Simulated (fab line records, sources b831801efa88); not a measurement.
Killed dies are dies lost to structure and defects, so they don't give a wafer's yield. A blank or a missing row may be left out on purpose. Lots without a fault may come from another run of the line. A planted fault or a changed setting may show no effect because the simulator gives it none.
fab line records | flow sky130 | part 2 of 2: steps 33 to 43 of 43
record lots=5 wafers=15 last_day=50
route steps=708 shown VT_ADJUST_LVTN@109 VT_ADJUST_NCORE@119 VT_ADJUST_HVTR@131 VT_ADJUST_PCH@143
lots that met no fault: from a run of the same line without faults
start_h: hours from the record's first day to the start of the lot's first wafer shown | wait_h: hours since the lot's step before | " the same as in the row above | L1.1+2: a row that stands for several wafers | - no value, or no start given | * or withheld: withheld | < > ~ a bound
route shown NAME@n: a module of which the file shows steps, and the number in the route of the first | usual: mean/standard deviation of fault-free wafers | same: alike in all rows | chamber/n: place in a boat | sites: the reading at each site | _std_site: their standard deviation | _edge_site: outer sites' mean less inner sites' | radius_mm: how far each site lies from the wafer's centre | mask NAME#n: copy n | behind: the tool/chamber that last shaped the wafer | hold: why the lot was held/for how many hours/how that ended | device: the transistor (n, p or np) that didn't switch | end of line: the same wafers' tests at the end of the route | a step without rows: its recipe alone | killed: dies lost to structure and defects at the first sort, not the wafer's yield | map: a wafer's dies, x killed, . not, _ none there
set.NAME: the setting as run; set.NAME@STEP: as run at that earlier step | model.NAME: the simulator's own value behind a step, which no gauge read
lots at some steps of the route; a table a step, a row a wafer
services: from which hour (start_h, from the record's first day; less than 0 if before it) a tool's chamber was out of use, for how many hours, and why
## steps
# step SKY_VT_ADJUST_HVTR_STRIP_10
# recipe chemistry=O2/N2 power_w=1400 pressure_mtorr=1500 platen_temp_c=withheld o2_flow_sccm=3000 n2_flow_sccm=300 overash_fraction=0.5
# usual drypump_motor_current_A=5.7/0.51 oes_product_au=0.716/0.0049 strip_time_to_endpoint_s=14.16/0.038
# columns lot.wafer tool chamber start_h wait_h drypump_motor_current_A oes_product_au rf_hours_counter_h strip_time_to_endpoint_s
L078.1 plasma_asher-03 0 231.77 0.1 6.2 0.708 11 14.16
L078.2 " 1 " " 5.3 0.711 11 14.11
L078.6 " 0 " " 6.2 0.714 - 14.15
L080.2 plasma_asher-03 0 242.14 0.1 6.2 0.712 12 14.13
L080.4 " 0 " " 6.2 0.717 - 14.13
L080.6 " 1 " " 5.4 0.720 - 14.14
L081.1 plasma_asher-01 1 250.98 0.1 4.8 0.720 55 14.23
L081.2 " 0 " " 6.3 0.713 55 14.19
L081.3 " 1 " " 4.8 0.723 - 14.21
L082.1 plasma_asher-03 0 258.09 0.1 6.2 0.712 14 14.21
L082.2 " 1 " " 5.3 0.722 14 14.21
L082.5 " 0 " " 6.2 0.721 - 14.17
L095.1 plasma_asher-04 0 368.78 0.1 6.0 0.714 66 14.17
L095.3 " 1 " " 5.4 0.714 - 14.21
L095.5 " 0 " " 6.0 0.721 - 14.18
# step SKY_VT_ADJUST_HVTR_TW_MEAS_11
# usual VT_ADJUST_HVTR_TW=211.5/1.1
# columns lot.wafer tool chamber start_h wait_h VT_ADJUST_HVTR_TW
L078.1 film_metro-01 - 231.87 0.1 213.4
L078.2 " - " " 213.9
L078.6 " - " " 213.1
L080.2 film_metro-01 - 242.25 0.1 212.1
L080.4 " - " " 212.2
L080.6 " - " " 211.4
L081.1 film_metro-02 - 251.08 0.1 210.3
L081.2 " - " " 211.2
L081.3 " - " " 210.2
L082.1 film_metro-04 - 258.19 0.1 210.0
L082.2 " - " " 211.6
L082.5 " - " " 211.4
L095.1 film_metro-02 - 368.88 0.1 210.3
L095.3 " - " " 210.9
L095.5 " - " " 211.7
# step SKY_VT_ADJUST_PCH_DEHYDRATE_00
# recipe temp_c=200 time_s=60
# usual plate_temp_C=200.00/0.16
# columns lot.wafer tool chamber start_h wait_h plate_temp_C
L078.1 litho_track-04 0 242.64 10.8 200.09
L078.2 " 0 " " 200.09
L078.6 " 0 " " 200.14
L080.2 litho_track-03 0 253.35 11.1 200.01
L080.4 " 0 " " 200.01
L080.6 " 0 " " 199.68
L081.1 litho_track-01 0 262.76 11.7 200.07
L081.2 " 0 " " 200.03
L081.3 " 0 " " 200.15
L082.1 litho_track-03 0 270.27 12.1 199.72
L082.2 " 0 " " 199.71
L082.5 " 0 " " 199.94
L095.1 litho_track-04 0 381.89 13.0 200.05
L095.3 " 0 " " 199.76
L095.5 " 0 " " 199.90
# step SKY_VT_ADJUST_PCH_HMDS_01
# recipe prime_time_s=60 prime_temp_c=120
# columns lot.wafer tool chamber start_h wait_h
L078.1+2+6 litho_track-04 0 242.79 0.1
L080.2+4+6 litho_track-03 0 253.50 0.1
L081.1+2+3 litho_track-01 0 262.91 0.1
L082.1+2+5 litho_track-03 0 270.42 0.1
L095.1+3+5 litho_track-04 0 382.04 0.1
# step SKY_VT_ADJUST_PCH_COAT_02
# recipe spin_rpm=2000 resist_thk_nm=3000
# columns lot.wafer tool chamber start_h wait_h
L078.1+2+6 litho_track-04 0 242.94 0.1
L080.2+4+6 litho_track-03 0 253.65 0.1
L081.1+2+3 litho_track-01 0 263.06 0.1
L082.1+2+5 litho_track-03 0 270.57 0.1
L095.1+3+5 litho_track-04 0 382.19 0.1
# step SKY_VT_ADJUST_PCH_SOFTBAKE_03
# recipe temp_c=110 time_s=withheld
# usual plate_temp_C=110.01/0.12
# columns lot.wafer tool chamber start_h wait_h plate_temp_C
L078.1 litho_track-04 0 243.09 0.1 109.97
L078.2 " 0 " " 109.99
L078.6 " 0 " " 110.16
L080.2 litho_track-03 0 253.81 0.1 110.03
L080.4 " 0 " " 110.00
L080.6 " 0 " " 109.92
L081.1 litho_track-01 0 263.21 0.1 110.25
L081.2 " 0 " " 110.08
L081.3 " 0 " " 110.23
L082.1 litho_track-03 0 270.72 0.1 110.01
L082.2 " 0 " " 110.08
L082.5 " 0 " " 109.86
L095.1 litho_track-04 0 382.34 0.1 110.03
L095.3 " 0 " " 109.96
L095.5 " 0 " " 110.00
# step SKY_VT_ADJUST_PCH_EXPOSE_04
# recipe mask_id=NWM na=0.6 source_shape=conventional sigma_outer=0.6 polarization=unpolarized target_cd_nm=840 dose_mj=255
# columns lot.wafer tool chamber start_h wait_h mask
L078.1+2+6 iline_stepper-02 0 - - NWM#0
L080.2+4+6 iline_stepper-01 0 - - NWM#0
L081.1+2+3 iline_stepper-02 0 - - NWM#0
L082.1+2+5 iline_stepper-02 0 - - NWM#0
L095.1+3+5 iline_stepper-01 0 - - NWM#0
# step SKY_VT_ADJUST_PCH_PEB_05
# recipe temp_c=115 time_s=withheld
# usual plate_temp_C=115.00/0.12
# columns lot.wafer tool chamber start_h wait_h plate_temp_C
L078.1 litho_track-03 0 - - 115.12
L078.2 " 0 " " 115.20
L078.6 " 0 " " 114.99
L080.2 litho_track-01 0 - - 114.94
L080.4 " 0 " " 114.80
L080.6 " 0 " " 115.09
L081.1 litho_track-01 0 - - 114.82
L081.2 " 0 " " 115.04
L081.3 " 0 " " 114.91
L082.1 litho_track-03 0 - - 115.07
L082.2 " 0 " " 115.07
L082.5 " 0 " " 115.00
L095.1 litho_track-01 0 - - 114.88
L095.3 " 0 " " 114.92
L095.5 " 0 " " 114.84
# step SKY_VT_ADJUST_PCH_DEVELOP_06
# recipe wall_angle_deg=90 developer=TMAH develop_time_s=60 dev_temp_c=23
# columns lot.wafer tool chamber start_h wait_h
L078.1+2+6 litho_track-03 0 - -
L080.2+4+6 litho_track-01 0 - -
L081.1+2+3 litho_track-01 0 - -
L082.1+2+5 litho_track-03 0 - -
L095.1+3+5 litho_track-01 0 - -
# step SKY_VT_ADJUST_PCH_OVL_MEAS_07
# usual VT_ADJUST_PCH_OVL=0.5/1.5
# columns lot.wafer tool chamber start_h wait_h VT_ADJUST_PCH_OVL[nm]
L078.1 overlay-01 - 254.97 - -1.0
L078.2 " - " " -0.2
L078.6 " - " " -2.3
L080.2 overlay-02 - 266.47 - 1.6
L080.4 " - " " 2.7
L080.6 " - " " 1.2
L081.1 overlay-02 - 274.76 - 0.1
L081.2 " - " " -1.6
L081.3 " - " " -2.4
L082.1 overlay-01 - 282.97 - 1.1
L082.2 " - " " -0.3
L082.5 " - " " 1.0
L095.1 overlay-02 - 397.11 - -0.1
L095.3 " - " " 1.2
L095.5 " - " " 0.3
# step SKY_VT_ADJUST_PCH_IMPLANT_08
# recipe species=B energy_kev=10 dose_cm2=5e+11 tilt_deg=withheld
# usual faraday_current_uA=2.82/0.056
# columns lot.wafer tool chamber start_h wait_h faraday_current_uA
L078.1 implanter-04 0 255.01 0.0 2.87
L078.2 " 0 " " 2.91
L078.6 " 0 " " 2.86
L080.2 implanter-02 0 266.52 0.0 2.91
L080.4 " 0 " " 2.85
L080.6 " 0 " " 2.82
L081.1 implanter-02 0 274.80 0.0 2.91
L081.2 " 0 " " 2.76
L081.3 " 0 " " 2.77
L082.1 implanter-03 0 283.01 0.0 2.87
L082.2 " 0 " " 2.96
L082.5 " 0 " " 2.88
L095.1 implanter-04 0 397.15 0.0 2.86
L095.3 " 0 " " 2.76
L095.5 " 0 " " 2.87
## services
# columns tool chamber start_h hours kind
implanter-03 - 158.10 3.0 pm
plasma_asher-01 - 161.90 2.8 pm
implanter-03 - 166.50 1.4 repair
plasma_asher-01 - 201.48 10.9 repair
implanter-04 - 209.59 5.9 pm
implanter-03 - 223.73 0.7 repair
iline_stepper-02 - 233.37 1.7 pm
iline_stepper-02 - 253.82 5.5 repair
implanter-01 - 254.66 15.6 repair
implanter-04 - 264.63 2.4 repair
implanter-04 - 270.47 5.1 repair
implanter-01 - 289.10 9.6 repair
plasma_asher-03 - 295.94 4.4 repair
implanter-01 - 296.86 1.5 repair
plasma_asher-02 - 300.83 0.4 repair
plasma_asher-03 - 315.81 4.0 repair
iline_stepper-02 - 328.88 0.6 repair
plasma_asher-02 - 332.70 3.2 repair
implanter-04 - 342.84 5.5 pm
implanter-03 - 349.65 3.5 repair
iline_stepper-01 - 352.53 1.7 pm
plasma_asher-03 - 367.16 9.7 repair
implanter-02 - 372.85 4.6 pm
implanter-03 - 388.86 1.8 repair
